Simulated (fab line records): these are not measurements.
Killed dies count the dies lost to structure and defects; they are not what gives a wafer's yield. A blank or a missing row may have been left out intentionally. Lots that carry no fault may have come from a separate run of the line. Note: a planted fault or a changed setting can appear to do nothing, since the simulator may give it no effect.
Which tool is to blame? / flow sky130 / Sampling: 11 lots, 33 wafers, 3 of 708 route steps

WHAT EACH GAUGE READ, for each wafer
SKY_VT_ADJUST_NCORE_CD_MEAS_07: the cd target is 380 nm. Usual: 380.1 nm for cd_nm, sd 2.6.
lot=L275; measured=day 8 20:36; on=cd_sem-01; cd_nm (nm)=381.4 380.4 379.4; flag=
lot=L277; measured=day 9 10:55; on=cd_sem-02; cd_nm (nm)=382.6 379.1 381.0; flag=
lot=L279; measured=day 10 01:07; on=cd_sem-02; cd_nm (nm)=375.8 377.8 378.7; flag=
lot=L286; measured=day 12 02:08; on=cd_sem-01; cd_nm (nm)=375.6 376.4 375.0; flag=
lot=L287; measured=day 12 07:43; on=cd_sem-01; cd_nm (nm)=379.8 378.0 380.2; flag=
lot=L288; measured=day 13 00:58; on=cd_sem-02; cd_nm (nm)=379.5 383.5 381.5; flag=
lot=L289; measured=day 13 06:29; on=cd_sem-02; cd_nm (nm)=382.4 382.9 381.9; flag=
lot=L290; measured=day 13 09:41; on=cd_sem-01; cd_nm (nm)=380.5 379.5 379.7; flag=
lot=L292; measured=day 13 18:29; on=cd_sem-01; cd_nm (nm)=377.5 380.0 381.0; flag=
lot=L293; measured=day 14 09:17; on=cd_sem-02; cd_nm (nm)=380.9 382.9 382.7; flag=
lot=L296; measured=day 15 02:54; on=cd_sem-02; cd_nm (nm)=382.5 381.4 382.3; flag=

WHAT TOOL EACH LOT RAN ON (gives the tool, then ch and the chambers of the sampled wafers, and finally the start)
lot=L275; SKY_PWDE_STRIP_09=plasma_asher-04 ch 0,1, day 4 03:55; SKY_NWELL_RTA_28=rtp_anneal-01 ch 0, day 5 14:53
lot=L277; SKY_PWDE_STRIP_09=plasma_asher-04 ch 0,1, day 4 14:57; SKY_NWELL_RTA_28=rtp_anneal-01 ch 0, day 6 02:29
lot=L279; SKY_PWDE_STRIP_09=plasma_asher-04 ch 0,1, day 5 04:02; SKY_NWELL_RTA_28=rtp_anneal-02 ch 0, day 6 15:49
lot=L286; SKY_PWDE_STRIP_09=plasma_asher-03 ch 0,1, day 6 16:51; SKY_NWELL_RTA_28=rtp_anneal-01 ch 0, day 8 08:50
lot=L287; SKY_PWDE_STRIP_09=plasma_asher-04 ch 0,1, day 6 20:38; SKY_NWELL_RTA_28=rtp_anneal-02 ch 0, day 8 13:44
lot=L288; SKY_PWDE_STRIP_09=plasma_asher-01 ch 0,1, day 7 11:57; SKY_NWELL_RTA_28=rtp_anneal-02 ch 0, day 9 05:58
lot=L289; SKY_PWDE_STRIP_09=plasma_asher-04 ch 0,1, day 7 14:50; SKY_NWELL_RTA_28=rtp_anneal-01 ch 0, day 9 09:56
lot=L290; SKY_PWDE_STRIP_09=plasma_asher-04 ch 0,1, day 7 18:19; SKY_NWELL_RTA_28=rtp_anneal-02 ch 0, day 9 12:07
lot=L292; SKY_PWDE_STRIP_09=plasma_asher-03 ch 0,1, day 8 01:41; SKY_NWELL_RTA_28=rtp_anneal-01 ch 0, day 9 20:40
lot=L293; SKY_PWDE_STRIP_09=plasma_asher-04 ch 0,1, day 8 13:09; SKY_NWELL_RTA_28=rtp_anneal-01 ch 0, day 10 08:59
lot=L296; SKY_PWDE_STRIP_09=plasma_asher-01 ch 0,1, day 9 02:56; SKY_NWELL_RTA_28=rtp_anneal-02 ch 0, day 10 23:28
- SKY_PWDE_STRIP_09: strips in O2/N2.
- SKY_NWELL_RTA_28: time 30 s.

WHAT THE TOOLS THEMSELVES READ (means of the sampled wafers that have a number; where no wafer has one, the mark that the record gives instead)
SKY_PWDE_STRIP_09. Usual: drypump_motor_current_A 5.6 A, standard deviation 0.41; o2_flow_sccm 3000 sccm, standard deviation 9; oes_product_au 0.722 a.u., standard deviation 0.0042; strip_time_to_endpoint_s 36.95 s, standard deviation 0.099.
lot=L275; tool=plasma_asher-04; drypump_motor_current_A (A)=5.7; o2_flow_sccm (sccm)=3003; oes_product_au (a.u.)=0.724; strip_time_to_endpoint_s (s)=36.87; flag=
lot=L277; tool=plasma_asher-04; drypump_motor_current_A (A)=5.6; o2_flow_sccm (sccm)=3002; oes_product_au (a.u.)=0.728; strip_time_to_endpoint_s (s)=37.00; flag=
lot=L279; tool=plasma_asher-04; drypump_motor_current_A (A)=5.7; o2_flow_sccm (sccm)=3000; oes_product_au (a.u.)=0.720; strip_time_to_endpoint_s (s)=36.85; flag=
lot=L286; tool=plasma_asher-03; drypump_motor_current_A (A)=5.4; o2_flow_sccm (sccm)=3001; oes_product_au (a.u.)=0.724; strip_time_to_endpoint_s (s)=36.89; flag=
lot=L287; tool=plasma_asher-04; drypump_motor_current_A (A)=5.7; o2_flow_sccm (sccm)=3002; oes_product_au (a.u.)=0.719; strip_time_to_endpoint_s (s)=36.96; flag=
lot=L288; tool=plasma_asher-01; drypump_motor_current_A (A)=5.4; o2_flow_sccm (sccm)=3000; oes_product_au (a.u.)=0.726; strip_time_to_endpoint_s (s)=36.85; flag=
lot=L289; tool=plasma_asher-04; drypump_motor_current_A (A)=5.6; o2_flow_sccm (sccm)=2999; oes_product_au (a.u.)=0.716; strip_time_to_endpoint_s (s)=37.00; flag=
lot=L290; tool=plasma_asher-04; drypump_motor_current_A (A)=5.7; o2_flow_sccm (sccm)=3000; oes_product_au (a.u.)=0.722; strip_time_to_endpoint_s (s)=37.01; flag=
lot=L292; tool=plasma_asher-03; drypump_motor_current_A (A)=5.3; o2_flow_sccm (sccm)=2999; oes_product_au (a.u.)=0.723; strip_time_to_endpoint_s (s)=37.01; flag=
lot=L293; tool=plasma_asher-04; drypump_motor_current_A (A)=5.7; o2_flow_sccm (sccm)=2993; oes_product_au (a.u.)=0.724; strip_time_to_endpoint_s (s)=37.03; flag=
lot=L296; tool=plasma_asher-01; drypump_motor_current_A (A)=5.6; o2_flow_sccm (sccm)=2993; oes_product_au (a.u.)=0.726; strip_time_to_endpoint_s (s)=36.95; flag=

SKY_NWELL_RTA_28. Usual: lamp_power_pct 25.31 %, standard deviation 0.051; wafer_temp_C_max 1054.9, standard deviation 1.
lot=L275; tool=rtp_anneal-01; lamp_power_pct (%)=25.31; wafer_temp_C_max=1055.2; flag=
lot=L277; tool=rtp_anneal-01; lamp_power_pct (%)=25.27; wafer_temp_C_max=1055.3; flag=
lot=L279; tool=rtp_anneal-02; lamp_power_pct (%)=25.34; wafer_temp_C_max=1054.5; flag=
lot=L286; tool=rtp_anneal-01; lamp_power_pct (%)=25.31; wafer_temp_C_max=1054.7; flag=
lot=L287; tool=rtp_anneal-02; lamp_power_pct (%)=25.31; wafer_temp_C_max=1054.4; flag=
lot=L288; tool=rtp_anneal-02; lamp_power_pct (%)=25.29; wafer_temp_C_max=1055.3; flag=
lot=L289; tool=rtp_anneal-01; lamp_power_pct (%)=25.29; wafer_temp_C_max=1054.1; flag=
lot=L290; tool=rtp_anneal-02; lamp_power_pct (%)=25.30; wafer_temp_C_max=1055.1; flag=
lot=L292; tool=rtp_anneal-01; lamp_power_pct (%)=25.25; wafer_temp_C_max=1055.1; flag=
lot=L293; tool=rtp_anneal-01; lamp_power_pct (%)=25.31; wafer_temp_C_max=1054.5; flag=
lot=L296; tool=rtp_anneal-02; lamp_power_pct (%)=25.34; wafer_temp_C_max=1055.2; flag=

THE ANSWER, worked out from the rows above alone
Rule: lot off if the mean of its wafers having a number is beyond 3 standard deviations from the usual mean. A lot without any number at a reading at which 4 lots or more have one is off too. The other lots that the step has rows for count as sound. Order of review: gauges by route order, followed by the tools' own readings, for which a lot's mean as printed above is used. The first step at which some lot is off is used, and at that step the reading that is off furthest; a lot without a number counts as furthest.
Nothing can be told from this: no lot is off at any reading shown.

WHAT HAD BEEN PUT IN BY THE SIMULATOR
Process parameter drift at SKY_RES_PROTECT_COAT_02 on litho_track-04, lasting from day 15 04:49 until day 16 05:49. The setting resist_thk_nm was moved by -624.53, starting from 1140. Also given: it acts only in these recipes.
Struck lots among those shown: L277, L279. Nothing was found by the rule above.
